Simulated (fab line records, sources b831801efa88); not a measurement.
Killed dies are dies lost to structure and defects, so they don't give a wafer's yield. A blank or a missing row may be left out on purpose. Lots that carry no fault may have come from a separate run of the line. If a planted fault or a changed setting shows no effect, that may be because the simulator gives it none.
Chamber matching :: flow gf180mcu :: GF_PASSIVATION_ETCH_11 on rie-diel-04 has 4 sister chambers
The step etches the open film in CF4/O2, stops on TiN, target depth 2040 nm, time 453.3 s. 8 wafers are shown with their chamber, then 9 later ones without.

## WAFERS WITH THEIR CHAMBER
wafer: L080.5
chamber: 0
drypump-motor-current-A (A): 5.98
oes-product-au (a.u.): 0.989

wafer: L081.5
chamber: 3
drypump-motor-current-A (A): 5.59
oes-product-au (a.u.): 0.992

wafer: L081.6
chamber: 2
drypump-motor-current-A (A): 6.22
oes-product-au (a.u.): 0.987

wafer: L087.5
chamber: 2
drypump-motor-current-A (A): 6.23
oes-product-au (a.u.): 1.001

wafer: L087.6
chamber: 3
drypump-motor-current-A (A): 5.56
oes-product-au (a.u.): 0.985

wafer: L091.4
chamber: 1
drypump-motor-current-A (A): 5.75
oes-product-au (a.u.): 0.983

wafer: L091.5
chamber: 0
drypump-motor-current-A (A): 6.00
oes-product-au (a.u.): 0.998

wafer: L091.6
chamber: 1
drypump-motor-current-A (A): 5.78
oes-product-au (a.u.): 0.984

## WAFERS WITHOUT THEIR CHAMBER
wafer: L094.2
drypump-motor-current-A (A): 5.60
oes-product-au (a.u.): 0.985

wafer: L094.5
drypump-motor-current-A (A): 5.96
oes-product-au (a.u.): 0.982

wafer: L094.6
drypump-motor-current-A (A): 5.80
oes-product-au (a.u.): 0.991

wafer: L095.2
drypump-motor-current-A (A): 5.97
oes-product-au (a.u.): 0.979

wafer: L095.5
drypump-motor-current-A (A): 5.57
oes-product-au (a.u.): 0.987

wafer: L095.6
drypump-motor-current-A (A): 6.22
oes-product-au (a.u.): 1.001

wafer: L097.1
drypump-motor-current-A (A): 5.52
oes-product-au (a.u.): 0.986

wafer: L097.4
drypump-motor-current-A (A): 6.00
oes-product-au (a.u.): 0.984

wafer: L097.5
drypump-motor-current-A (A): 6.23
oes-product-au (a.u.): 1.004

## EACH ONE'S CHAMBER
wafer: L094.2
from the rows above: 3
in truth: 3

wafer: L094.5
from the rows above: 0
in truth: 0

wafer: L094.6
from the rows above: 1
in truth: 1

wafer: L095.2
from the rows above: 0
in truth: 0

wafer: L095.5
from the rows above: 3
in truth: 3

wafer: L095.6
from the rows above: 2
in truth: 2

wafer: L097.1
from the rows above: 3
in truth: 3

wafer: L097.4
from the rows above: 0
in truth: 0

wafer: L097.5
from the rows above: 2
in truth: 2
Placed correctly: 9 of 9. Left unplaced by these rows: 0. 0 placed wrongly.
How it was worked out, from the rows above alone: a wafer's distance from a chamber is the root of the sum, over the readings, of the square of ((its reading less the chamber's mean) divided by the reading's scatter). The wafer belongs to the nearest chamber; if the next one is less than 2 further off, it can't be placed. Each chamber's mean is taken over the wafers shown for it. How the scatter is found: for the shown wafers, subtract from each reading the mean of its chamber, square and add these, divide the total by (wafers less chambers), then take the root.
